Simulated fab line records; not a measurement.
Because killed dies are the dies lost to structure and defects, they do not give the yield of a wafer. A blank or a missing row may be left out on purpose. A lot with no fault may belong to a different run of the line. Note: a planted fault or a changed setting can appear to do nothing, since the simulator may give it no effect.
Which tool is to blame? :: flow sky130 :: 30 wafers from 10 lots sampled at 6 of the route's 708 steps

## WHAT EACH GAUGE READ, for each wafer
SKY_VIA3_THK_MEAS_01. Usual: for VIA3_HDPCVD_THK the level is 1637 nm and the standard deviation is 12.
lot: L428
measured: day 39 03:12
on: film-metro-03
VIA3_HDPCVD_THK (nm): 1623 1628 1633
flag: 

lot: L431
measured: day 39 21:58
on: film-metro-03
VIA3_HDPCVD_THK (nm): 1663 1682 1637
flag: 

lot: L432
measured: day 41 11:09
on: film-metro-01
VIA3_HDPCVD_THK (nm): 1637 1611 1621
flag: 

lot: L433
measured: day 41 14:30
on: film-metro-01
VIA3_HDPCVD_THK (nm): 1647 1647 1638
flag: 

lot: L435
measured: day 41 15:30
on: film-metro-01
VIA3_HDPCVD_THK (nm): 1636 1627 1628
flag: 

lot: L434
measured: day 41 16:44
on: film-metro-02
VIA3_HDPCVD_THK (nm): 1637 1626 1644
flag: 

lot: L438
measured: day 42 06:29
on: film-metro-03
VIA3_HDPCVD_THK (nm): 1635 1624 1630
flag: 

lot: L444
measured: day 43 20:38
on: film-metro-03
VIA3_HDPCVD_THK (nm): 1650 1633 1643
flag: 

lot: L446
measured: day 44 11:45
on: film-metro-02
VIA3_HDPCVD_THK (nm): 1646 1652 1659
flag: 

lot: L449
measured: day 44 22:43
on: film-metro-02
VIA3_HDPCVD_THK (nm): 1627 1634 1648
flag: 

SKY_VIA3_CD_MEAS_12: target cd 200 nm. Usual: cd-nm reads 199.8 nm (standard deviation 1.6).
lot: L428
measured: day 40 09:25
on: cd-sem-01
cd-nm (nm): 199.4 199.2 198.1
flag: 

lot: L431
measured: day 41 00:02
on: cd-sem-02
cd-nm (nm): 200.6 199.9 200.0
flag: 

lot: L432
measured: day 42 11:12
on: cd-sem-02
cd-nm (nm): 199.2 198.5 197.8
flag: 

lot: L433
measured: day 42 15:10
on: cd-sem-01
cd-nm (nm): 200.8 201.2 200.6
flag: 

lot: L435
measured: day 42 15:47
on: cd-sem-01
cd-nm (nm): 198.6 198.9 198.2
flag: 

lot: L434
measured: day 42 17:01
on: cd-sem-01
cd-nm (nm): 198.8 201.2 199.3
flag: 

lot: L438
measured: day 43 06:09
on: cd-sem-01
cd-nm (nm): 199.8 198.9 201.5
flag: 

lot: L444
measured: day 44 19:42
on: cd-sem-01
cd-nm (nm): 199.9 199.7 199.7
flag: 

lot: L446
measured: day 45 10:04
on: cd-sem-02
cd-nm (nm): 198.8 200.4 199.9
flag: 

lot: L449
measured: day 45 21:16
on: cd-sem-01
cd-nm (nm): 195.2 195.9 195.3
flag: 

SKY_CAP2M_RS_MEAS_03: measurement is done with a four-point probe. Usual: for CAP2M_TIN_RS the level is 6.92 ohm/sq and the standard deviation is 0.087.
lot: L428
measured: day 40 11:18
on: film-metro-03
CAP2M_TIN_RS (ohm/sq): 6.73 6.76 6.81
flag: 

lot: L431
measured: day 41 01:59
on: film-metro-03
CAP2M_TIN_RS (ohm/sq): 7.14 7.04 7.06
flag: 

lot: L432
measured: day 42 13:04
on: film-metro-01
CAP2M_TIN_RS (ohm/sq): 6.87 6.84 6.78
flag: 

lot: L433
measured: day 42 17:02
on: film-metro-04
CAP2M_TIN_RS (ohm/sq): 6.94 6.94 6.93
flag: 

lot: L435
measured: day 42 17:39
on: film-metro-01
CAP2M_TIN_RS (ohm/sq): 6.79 6.88 6.87
flag: 

lot: L434
measured: day 42 19:03
on: film-metro-01
CAP2M_TIN_RS (ohm/sq): 8.24 8.19 8.15
flag: OFF

lot: L438
measured: day 43 08:08
on: film-metro-04
CAP2M_TIN_RS (ohm/sq): 8.27 8.15 8.28
flag: OFF

lot: L444
measured: day 44 21:35
on: film-metro-03
CAP2M_TIN_RS (ohm/sq): 6.98 6.97 7.00
flag: 

lot: L446
measured: day 45 11:58
on: film-metro-04
CAP2M_TIN_RS (ohm/sq): 7.05 7.04 7.06
flag: 

lot: L449
measured: day 45 23:38
on: film-metro-03
CAP2M_TIN_RS (ohm/sq): 6.86 6.84 6.89
flag: 

SKY_CAP2M_THK_MEAS_04: measures by xrf. Usual: for CAP2M_TIN_THK the level is 201.9 nm and the standard deviation is 2.7.
lot: L428
measured: day 40 11:25
on: film-metro-03
CAP2M_TIN_THK (nm): 207.2 204.8 204.5
flag: 

lot: L431
measured: day 41 02:05
on: film-metro-03
CAP2M_TIN_THK (nm): 194.9 198.5 197.4
flag: 

lot: L432
measured: day 42 13:11
on: film-metro-01
CAP2M_TIN_THK (nm): 204.9 204.4 206.8
flag: 

lot: L433
measured: day 42 17:09
on: film-metro-04
CAP2M_TIN_THK (nm): 201.8 201.9 200.9
flag: 

lot: L435
measured: day 42 17:44
on: film-metro-01
CAP2M_TIN_THK (nm): 206.5 203.9 203.9
flag: 

lot: L434
measured: day 42 19:10
on: film-metro-01
CAP2M_TIN_THK (nm): 171.7 172.2 172.0
flag: OFF

lot: L438
measured: day 43 08:16
on: film-metro-04
CAP2M_TIN_THK (nm): 168.5 171.2 169.1
flag: OFF

lot: L444
measured: day 44 21:43
on: film-metro-03
CAP2M_TIN_THK (nm): 198.6 199.4 198.9
flag: 

lot: L446
measured: day 45 12:04
on: film-metro-04
CAP2M_TIN_THK (nm): 199.4 200.0 199.2
flag: 

lot: L449
measured: day 45 23:46
on: film-metro-03
CAP2M_TIN_THK (nm): 203.0 201.7 201.1
flag: 

## WHICH TOOL RAN EACH LOT (tool, then ch and the chambers of the sampled wafers, then the start)
lot: L428
SKY_METAL4_SPUTTER_04: pvd-sputter-04, day 40 11:02
SKY_CAP2M_SPUTTER_02: pvd-sputter-01, day 40 11:10

lot: L431
SKY_METAL4_SPUTTER_04: pvd-sputter-01, day 41 01:42
SKY_CAP2M_SPUTTER_02: pvd-sputter-04, day 41 01:50

lot: L432
SKY_METAL4_SPUTTER_04: pvd-sputter-04, day 42 12:49
SKY_CAP2M_SPUTTER_02: pvd-sputter-01, day 42 12:57

lot: L433
SKY_METAL4_SPUTTER_04: pvd-sputter-01, day 42 16:47
SKY_CAP2M_SPUTTER_02: pvd-sputter-04, day 42 16:55

lot: L435
SKY_METAL4_SPUTTER_04: pvd-sputter-03, day 42 17:20
SKY_CAP2M_SPUTTER_02: pvd-sputter-01, day 42 17:29

lot: L434
SKY_METAL4_SPUTTER_04: pvd-sputter-04, day 42 18:47
SKY_CAP2M_SPUTTER_02: pvd-sputter-01, day 42 18:55

lot: L438
SKY_METAL4_SPUTTER_04: pvd-sputter-03, day 43 07:52
SKY_CAP2M_SPUTTER_02: pvd-sputter-01, day 43 08:02

lot: L444
SKY_METAL4_SPUTTER_04: pvd-sputter-03, day 44 21:21
SKY_CAP2M_SPUTTER_02: pvd-sputter-04, day 44 21:29

lot: L446
SKY_METAL4_SPUTTER_04: pvd-sputter-01, day 45 11:42
SKY_CAP2M_SPUTTER_02: pvd-sputter-04, day 45 11:50

lot: L449
SKY_METAL4_SPUTTER_04: pvd-sputter-01, day 45 23:24
SKY_CAP2M_SPUTTER_02: pvd-sputter-02, day 45 23:32
- SKY_METAL4_SPUTTER_04: material TiN, target thk 70 nm, time 58.3 s.
- SKY_CAP2M_SPUTTER_02: material TiN, target thk 200 nm, time 166.7 s.

## AS READ BY THE TOOLS THEMSELVES (means over the sampled wafers that have a number; for cases with no such wafer, the mark the record gives instead)
SKY_METAL4_SPUTTER_04. Usual: throttle-valve-pct reads 30.1 % (standard deviation 0.83).
lot: L428
tool: pvd-sputter-04
throttle-valve-pct (%): 28.8
flag: 

lot: L431
tool: pvd-sputter-01
throttle-valve-pct (%): 29.9
flag: 

lot: L432
tool: pvd-sputter-04
throttle-valve-pct (%): 29.4
flag: 

lot: L433
tool: pvd-sputter-01
throttle-valve-pct (%): 30.3
flag: 

lot: L435
tool: pvd-sputter-03
throttle-valve-pct (%): 30.4
flag: 

lot: L434
tool: pvd-sputter-04
throttle-valve-pct (%): 30.1
flag: 

lot: L438
tool: pvd-sputter-03
throttle-valve-pct (%): 30.3
flag: 

lot: L444
tool: pvd-sputter-03
throttle-valve-pct (%): 30.6
flag: 

lot: L446
tool: pvd-sputter-01
throttle-valve-pct (%): 30.1
flag: 

lot: L449
tool: pvd-sputter-01
throttle-valve-pct (%): 30.1
flag: 

SKY_CAP2M_SPUTTER_02. Usual: throttle-valve-pct reads 30.0 % (standard deviation 0.88).
lot: L428
tool: pvd-sputter-01
throttle-valve-pct (%): 30.6
flag: 

lot: L431
tool: pvd-sputter-04
throttle-valve-pct (%): 31.2
flag: 

lot: L432
tool: pvd-sputter-01
throttle-valve-pct (%): 29.9
flag: 

lot: L433
tool: pvd-sputter-04
throttle-valve-pct (%): 29.9
flag: 

lot: L435
tool: pvd-sputter-01
throttle-valve-pct (%): 31.0
flag: 

lot: L434
tool: pvd-sputter-01
throttle-valve-pct (%): 30.5
flag: 

lot: L438
tool: pvd-sputter-01
throttle-valve-pct (%): 30.0
flag: 

lot: L444
tool: pvd-sputter-04
throttle-valve-pct (%): 30.5
flag: 

lot: L446
tool: pvd-sputter-04
throttle-valve-pct (%): 29.8
flag: 

lot: L449
tool: pvd-sputter-02
throttle-valve-pct (%): 29.7
flag: 

## THE ANSWER, worked out from the rows above alone
Rule: a lot is off if the mean of its wafers that have a number lies more than 3 standard deviations from the usual mean. A lot without any number at a reading at which 4 lots or more have one is off too. All remaining lots with rows at the step are treated as sound. The gauges are gone through in route order, then the tools' own readings, and for those a lot's mean is taken as printed above. At the first step where some lot is off, the reading lying furthest off is the one used; lots without a number count as furthest.
Off: at SKY_CAP2M_RS_MEAS_03 (CAP2M_TIN_RS), L434, L438.
If a tool, at a process step before that reading, ran all the lots that are off and no sound lot after the first of them, it fits. The gauges at SKY_CAP2M_RS_MEAS_03 are tried like those tools. One fits: SKY_CAP2M_SPUTTER_02 on pvd-sputter-01. A fault onset in the window from L435 (day 42 17:29, its last sound lot) to L434 (day 42 18:55, its first lot off) fits.

## WHAT WAS PUT IN BY THE SIMULATOR
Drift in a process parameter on pvd-sputter-01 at SKY_CAP2M_SPUTTER_02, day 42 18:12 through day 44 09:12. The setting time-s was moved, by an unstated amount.
Struck lots among those shown: L434, L438. The rule above found the same.
